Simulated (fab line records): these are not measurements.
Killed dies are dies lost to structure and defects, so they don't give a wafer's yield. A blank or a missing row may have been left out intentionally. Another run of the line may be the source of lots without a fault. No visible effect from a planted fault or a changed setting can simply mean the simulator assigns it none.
Which tool is to blame? ; flow sky130 ; 10 lots with 30 wafers sampled at 5 steps, on a route of 708 steps

## WHAT THE GAUGES READ, wafer by wafer
SKY_GATE_OXIDE_THK_MEAS_02. Usual: GATE_OXIDE_OXIDATION_00_THK typically reads 10.21 nm, with standard deviation 0.23.
lot;measured;on;GATE_OXIDE_OXIDATION_00_THK (nm);flag
L481;day 13 04:10;film-metro-04;9.97 9.91 10.05;
L482;day 13 12:10;film-metro-02;10.09 10.09 10.23;
L483;day 13 23:35;film-metro-03;10.26 10.35 10.24;
L485;day 14 19:16;film-metro-03;9.85 10.08 10.16;
L487;day 15 09:01;film-metro-02;10.29 10.64 10.54;
L488;day 16 05:35;film-metro-02;10.45 10.32 10.39;
L489;day 16 05:36;film-metro-03;10.25 10.44 10.23;
L491;day 16 15:02;film-metro-04;10.60 10.81 10.53;
L495;day 17 20:46;film-metro-03;9.90 9.73 10.03;
L496;day 18 11:36;film-metro-02;10.21 10.29 10.11;

SKY_POLY_GATE_THK_MEAS_04. Usual: POLY_GATE_CVD_03_THK typically reads 75.2 nm, with standard deviation 0.6.
lot;measured;on;POLY_GATE_CVD_03_THK (nm);flag
L481;day 15 22:35;film-metro-01;75.6 75.7 75.9;
L482;day 15 23:55;film-metro-01;75.9 75.2 75.4;
L483;day 16 11:16;film-metro-02;75.8 76.5 76.5;
L485;day 17 09:41;film-metro-01;76.1 75.3 75.7;
L487;day 17 23:52;film-metro-02;75.3 75.2 76.0;
L488;day 18 19:52;film-metro-02;74.7 74.5 74.5;
L489;day 18 21:14;film-metro-01;75.5 75.6 75.9;
L491;day 19 07:49;film-metro-03;75.1 74.9 75.0;
L495;day 20 17:09;film-metro-01;110.8 110.4 110.9;OFF
L496;day 21 15:40;film-metro-01;109.6 108.9 110.1;OFF

## WHICH TOOL RAN EACH LOT (tool, then ch and the chambers of the sampled wafers, then the start)
lot;SKY_VT_ADJUST_HVTR_STRIP_10;SKY_RES_PROTECT_STRIP_07;SKY_POLY_GATE_CVD_03
L481;plasma-asher-02 ch 0,1, day 9 20:16;plasma-asher-01 ch 0,1, day 15 20:21;lpcvd-02 ch 0, day 15 20:32
L482;plasma-asher-02 ch 0, day 10 04:57;plasma-asher-04 ch 0, day 15 20:21;lpcvd-02 ch 1, day 15 22:34
L483;plasma-asher-04 ch 0,1, day 10 12:09;plasma-asher-01 ch 0,1, day 16 09:17;lpcvd-02 ch 1, day 16 09:54
L485;plasma-asher-01 ch 0,1, day 11 04:08;plasma-asher-02 ch 0,1, day 17 07:14;lpcvd-02 ch 1, day 17 08:18
L487;plasma-asher-01 ch 0,1, day 11 17:46;plasma-asher-01 ch 0,1, day 17 21:00;lpcvd-02 ch 1, day 17 22:30
L488;plasma-asher-01 ch 0,1, day 12 06:09;plasma-asher-02 ch 0,1, day 18 18:17;lpcvd-02 ch 1, day 18 18:30
L489;plasma-asher-01 ch 0,1, day 12 06:43;plasma-asher-04 ch 0,1, day 18 18:46;lpcvd-02 ch 0, day 18 19:52
L491;plasma-asher-02 ch 0,1, day 12 22:09;plasma-asher-01 ch 0, day 19 05:07;lpcvd-02 ch 0, day 19 06:27
L495;plasma-asher-04 ch 0,1, day 14 03:49;plasma-asher-02 ch 0,1, day 20 15:35;lpcvd-02 ch 0, day 20 15:47
L496;plasma-asher-04 ch 0, day 14 17:57;plasma-asher-01 ch 0,1, day 21 12:57;lpcvd-02 ch 1, day 21 14:17
- SKY_VT_ADJUST_HVTR_STRIP_10: strips in O2/N2.
- SKY_RES_PROTECT_STRIP_07: strips in O2/N2.
- SKY_POLY_GATE_CVD_03: deposits Si3N4 from DCS/NH3, target thk 75 nm, time 1290 s.

## WHAT THE TOOLS THEMSELVES READ (means of the sampled wafers that have a number; where no wafer has one, the mark that the record gives instead)
SKY_VT_ADJUST_HVTR_STRIP_10. Usual: drypump-motor-current-A 5.7 A, standard deviation 0.43; oes-product-au 0.716 a.u., standard deviation 0.0042; strip-time-to-endpoint-s 14.19 s, standard deviation 0.041.
lot;tool;drypump-motor-current-A (A);oes-product-au (a.u.);strip-time-to-endpoint-s (s);flag
L481;plasma-asher-02;5.9;0.714;14.26;
L482;plasma-asher-02;5.7;0.715;14.19;
L483;plasma-asher-04;5.4;0.716;14.21;
L485;plasma-asher-01;5.6;0.716;14.12;
L487;plasma-asher-01;5.5;0.716;14.16;
L488;plasma-asher-01;5.6;0.718;14.25;
L489;plasma-asher-01;5.9;0.713;14.21;
L491;plasma-asher-02;6.1;0.718;14.17;
L495;plasma-asher-04;5.4;0.718;14.23;
L496;plasma-asher-04;5.3;0.714;14.14;

SKY_RES_PROTECT_STRIP_07. Usual: drypump-motor-current-A 5.8 A, standard deviation 0.43; oes-product-au 0.517 a.u., standard deviation 0.0044; strip-time-to-endpoint-s 23.27 s, standard deviation 0.038.
lot;tool;drypump-motor-current-A (A);oes-product-au (a.u.);strip-time-to-endpoint-s (s);flag
L481;plasma-asher-01;5.6;0.515;23.26;
L482;plasma-asher-04;5.3;0.516;23.26;
L483;plasma-asher-01;5.9;0.518;23.31;
L485;plasma-asher-02;5.9;0.519;23.27;
L487;plasma-asher-01;5.5;0.515;23.22;
L488;plasma-asher-02;6.1;0.515;23.29;
L489;plasma-asher-04;5.6;0.518;23.28;
L491;plasma-asher-01;6.3;0.517;23.27;
L495;plasma-asher-02;6.1;0.519;23.19;
L496;plasma-asher-01;5.9;0.515;23.27;

## THE ANSWER, worked out from the rows above alone
Rule: a lot is off if the mean of its wafers that have a number lies more than 3 standard deviations from the usual mean. A lot without any number at a reading at which 4 lots or more have one is off too. Any other lot the step has rows for is counted as sound. First the gauges in route order, then the tools' own readings, where a lot's mean is used as printed above. The first step at which some lot is off is used, and at that step the reading that is off furthest; a lot without a number counts as furthest.
Off: L495, L496, seen at SKY_POLY_GATE_THK_MEAS_04 (POLY_GATE_CVD_03_THK).
If a tool, at a process step before that reading, ran all the lots that are off and no sound lot after the first of them, it fits. Those tools and the gauges at SKY_POLY_GATE_THK_MEAS_04 are tried in the same way. Can't be told from this: 3 tools fit, plasma-asher-04 at SKY_VT_ADJUST_HVTR_STRIP_10, lpcvd-02 at SKY_POLY_GATE_CVD_03, film-metro-01 at SKY_POLY_GATE_THK_MEAS_04.

## WHAT WAS PUT IN BY THE SIMULATOR
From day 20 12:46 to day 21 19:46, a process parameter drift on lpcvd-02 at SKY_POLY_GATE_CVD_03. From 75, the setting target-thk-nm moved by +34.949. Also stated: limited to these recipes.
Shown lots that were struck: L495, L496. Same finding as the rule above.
